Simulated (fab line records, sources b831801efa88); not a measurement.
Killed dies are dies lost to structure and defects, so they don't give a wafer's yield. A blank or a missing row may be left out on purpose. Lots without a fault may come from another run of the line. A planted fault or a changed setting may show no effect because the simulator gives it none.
Which tool did it? | flow sky130 | 12 lots, 36 wafers sampled, at 5 steps of a route of 708

WHAT THE GAUGES READ, wafer by wafer
SKY_VIA1_THK_MEAS_01. Usual: VIA1_HDPCVD_THK 1028 nm, standard deviation 12.
lot  | measured     | on            | VIA1_HDPCVD_THK (nm) | flag
L305 | day 32 19:31 | film_metro-01 | 1028 1030 1023       |
L306 | day 33 09:20 | film_metro-01 | 1017 1011 1024       |
L309 | day 33 21:15 | film_metro-02 | 1049 1049 1052       |
L308 | day 34 00:53 | film_metro-01 | 1052 1044 1036       |
L310 | day 34 14:37 | film_metro-02 | 1042 1044 1038       |
L311 | day 35 02:46 | film_metro-02 | 507 1034 513         | OFF
L313 | day 35 09:20 | film_metro-02 | 1029 524 1030        | OFF
L323 | day 38 13:26 | film_metro-01 | 1025 1012 1013       |
L324 | day 39 00:03 | film_metro-03 | 1017 1031 1035       |
L326 | day 39 06:29 | film_metro-02 | 1027 1025 1019       |
L325 | day 39 13:07 | film_metro-01 | 1017 1010 1020       |
L327 | day 39 22:33 | film_metro-03 | 1021 1006 1026       |

WHICH TOOL RAN EACH LOT (tool, then ch and the chambers of the sampled wafers, then the start)
lot  | SKY_CONTACT_CMP_27            | SKY_METAL1_SPUTTER_01        | SKY_METAL1_DESCUM_17              | SKY_VIA1_HDPCVD_00
L305 | cmp-01 ch 1,2,3, day 31 15:07 | pvd_sputter-04, day 31 15:23 | rie_metal-02 ch 0,1, day 32 18:31 | hdpcvd-02 ch 0, day 32 19:20
L306 | cmp-02 ch 1,2, day 32 04:44   | pvd_sputter-03, day 32 05:03 | rie_metal-03 ch 0,1, day 33 08:22 | hdpcvd-02 ch 1,2, day 33 09:13
L309 | cmp-01 ch 0,1,3, day 32 16:01 | pvd_sputter-03, day 32 16:20 | rie_metal-02 ch 0,1, day 33 20:17 | hdpcvd-01 ch 1,2, day 33 21:08
L308 | cmp-01 ch 0,1, day 32 21:22   | pvd_sputter-03, day 32 21:41 | rie_metal-02 ch 0,1, day 33 23:55 | hdpcvd-01 ch 0,2, day 34 00:46
L310 | cmp-01 ch 0,1,2, day 33 11:02 | pvd_sputter-04, day 33 11:21 | rie_metal-04 ch 0,1, day 34 13:40 | hdpcvd-01 ch 1,2, day 34 14:29
L311 | cmp-01 ch 1,2,3, day 33 21:59 | pvd_sputter-04, day 33 22:19 | rie_metal-02 ch 0,1, day 35 01:32 | hdpcvd-01 ch 0,2, day 35 02:40
L313 | cmp-01 ch 0,1,3, day 34 04:48 | pvd_sputter-01, day 34 05:08 | rie_metal-04 ch 0,1, day 35 08:26 | hdpcvd-01 ch 0,1,2, day 35 09:13
L323 | cmp-01 ch 1,2,3, day 37 10:43 | pvd_sputter-01, day 37 11:02 | rie_metal-03 ch 0,1, day 38 12:32 | hdpcvd-02 ch 0,2, day 38 13:19
L324 | cmp-02 ch 2,3, day 37 21:34   | pvd_sputter-03, day 37 21:53 | rie_metal-03 ch 1, day 38 23:07   | hdpcvd-01 ch 1,2, day 38 23:56
L326 | cmp-02 ch 1,2, day 38 05:43   | pvd_sputter-01, day 38 06:02 | rie_metal-02 ch 0,1, day 39 05:35 | hdpcvd-01 ch 0,1,2, day 39 06:22
L325 | cmp-02 ch 1,2,3, day 38 11:05 | pvd_sputter-03, day 38 11:25 | rie_metal-03 ch 0,1, day 39 12:11 | hdpcvd-02 ch 0,1,2, day 39 13:00
L327 | cmp-02 ch 0,1,3, day 38 20:29 | pvd_sputter-03, day 38 20:48 | rie_metal-02 ch 1, day 39 21:26   | hdpcvd-02 ch 1,2, day 39 22:26
- SKY_CONTACT_CMP_27: polishes, stops on SiO2, t overpolish 15 s, target thk 0 nm.
- SKY_METAL1_SPUTTER_01: material TiN, target thk 20 nm, time 16.7 s.
- SKY_METAL1_DESCUM_17: chemistry O2, time 8 s.
- SKY_VIA1_HDPCVD_00: deposits SiO2, target thk 1030 nm, time 171.7 s.

WHAT THE TOOLS THEMSELVES READ (means of the sampled wafers that have a number; where no wafer has one, the mark that the record gives instead)
SKY_CONTACT_CMP_27. Usual: motor_current_A 10.4 A, standard deviation 0.89; overpolish_run_s 14.999 s, standard deviation 0.0089; time_to_endpoint_s 82 s, standard deviation 3.2.
lot  | tool   | motor_current_A (A) | overpolish_run_s (s) | time_to_endpoint_s (s) | flag
L305 | cmp-01 | 10.2                | 15.000               | 79                     |
L306 | cmp-02 | 11.1                | 15.018               | 83                     |
L309 | cmp-01 | 10.8                | 14.994               | 81                     |
L308 | cmp-01 | 11.5                | 15.003               | 81                     |
L310 | cmp-01 | 10.6                | 15.012               | 82                     |
L311 | cmp-01 | 10.0                | 14.996               | 78                     |
L313 | cmp-01 | 10.6                | 15.006               | 80                     |
L323 | cmp-01 | 10.0                | 15.003               | 80                     |
L324 | cmp-02 | 10.7                | 15.001               | 84                     |
L326 | cmp-02 | 10.0                | 15.004               | 83                     |
L325 | cmp-02 | 10.3                | 15.005               | 81                     |
L327 | cmp-02 | 10.0                | 14.998               | 83                     |

SKY_METAL1_SPUTTER_01. Usual: throttle_valve_pct 30.3 %, standard deviation 1.
lot  | tool           | throttle_valve_pct (%) | flag
L305 | pvd_sputter-04 | 30.5                   |
L306 | pvd_sputter-03 | 30.6                   |
L309 | pvd_sputter-03 | 31.0                   |
L308 | pvd_sputter-03 | 31.3                   |
L310 | pvd_sputter-04 | 30.0                   |
L311 | pvd_sputter-04 | 30.1                   |
L313 | pvd_sputter-01 | 29.7                   |
L323 | pvd_sputter-01 | 30.0                   |
L324 | pvd_sputter-03 | 29.9                   |
L326 | pvd_sputter-01 | 30.5                   |
L325 | pvd_sputter-03 | 30.1                   |
L327 | pvd_sputter-03 | 29.7                   |

SKY_METAL1_DESCUM_17. Usual: drypump_motor_current_A 5.4 A, standard deviation 0.59; oes_product_au 0.998 a.u., standard deviation 0.0079.
lot  | tool         | drypump_motor_current_A (A) | oes_product_au (a.u.) | flag
L305 | rie_metal-02 | 4.9                         | 0.997                 |
L306 | rie_metal-03 | 5.8                         | 1.008                 |
L309 | rie_metal-02 | 4.9                         | 0.998                 |
L308 | rie_metal-02 | 4.9                         | 0.998                 |
L310 | rie_metal-04 | 5.8                         | 0.987                 |
L311 | rie_metal-02 | 5.1                         | 0.998                 |
L313 | rie_metal-04 | 5.8                         | 0.990                 |
L323 | rie_metal-03 | 6.3                         | 1.000                 |
L324 | rie_metal-03 | 6.6                         | 1.003                 |
L326 | rie_metal-02 | 4.9                         | 1.005                 |
L325 | rie_metal-03 | 6.3                         | 1.003                 |
L327 | rie_metal-02 | 4.8                         | 1.000                 |

SKY_VIA1_HDPCVD_00. Usual: pressure_mtorr 5.999 mTorr, standard deviation 0.012; sih4_flow_sccm 59.99 sccm, standard deviation 0.18.
lot  | tool      | pressure_mtorr (mTorr) | sih4_flow_sccm (sccm) | flag
L305 | hdpcvd-02 | 6.012                  | 59.87                 |
L306 | hdpcvd-02 | 5.993                  | 59.89                 |
L309 | hdpcvd-01 | 5.988                  | 60.19                 |
L308 | hdpcvd-01 | 5.999                  | 60.06                 |
L310 | hdpcvd-01 | 6.002                  | 59.99                 |
L311 | hdpcvd-01 | 6.002                  | 39.97                 | OFF
L313 | hdpcvd-01 | 5.989                  | 49.83                 | OFF
L323 | hdpcvd-02 | 6.002                  | 60.16                 |
L324 | hdpcvd-01 | 5.997                  | 60.03                 |
L326 | hdpcvd-01 | 5.995                  | 59.78                 |
L325 | hdpcvd-02 | 5.992                  | 59.96                 |
L327 | hdpcvd-02 | 6.001                  | 59.91                 |

THE ANSWER, worked out from the rows above alone
Rule: a lot is off if the mean of its wafers that have a number lies more than 3 standard deviations from the usual mean. A lot without any number at a reading at which 4 lots or more have one is off too. The other lots that the step has rows for count as sound. The gauges are gone through in route order, then the tools' own readings, and for those a lot's mean is taken as printed above. The first step at which some lot is off is used, and at that step the reading that is off furthest; a lot without a number counts as furthest.
Off: L311, L313, at SKY_VIA1_THK_MEAS_01 (VIA1_HDPCVD_THK).
A tool fits if, at a process step before that reading, it ran every lot that is off, and no sound lot after the first of them. The gauges at SKY_VIA1_THK_MEAS_01 aren't tried: what is off there is off at SKY_VIA1_HDPCVD_00 too, on other tools, and a gauge's error can't cause that. None of those tried fits.

WHAT THE SIMULATOR HAD PUT IN
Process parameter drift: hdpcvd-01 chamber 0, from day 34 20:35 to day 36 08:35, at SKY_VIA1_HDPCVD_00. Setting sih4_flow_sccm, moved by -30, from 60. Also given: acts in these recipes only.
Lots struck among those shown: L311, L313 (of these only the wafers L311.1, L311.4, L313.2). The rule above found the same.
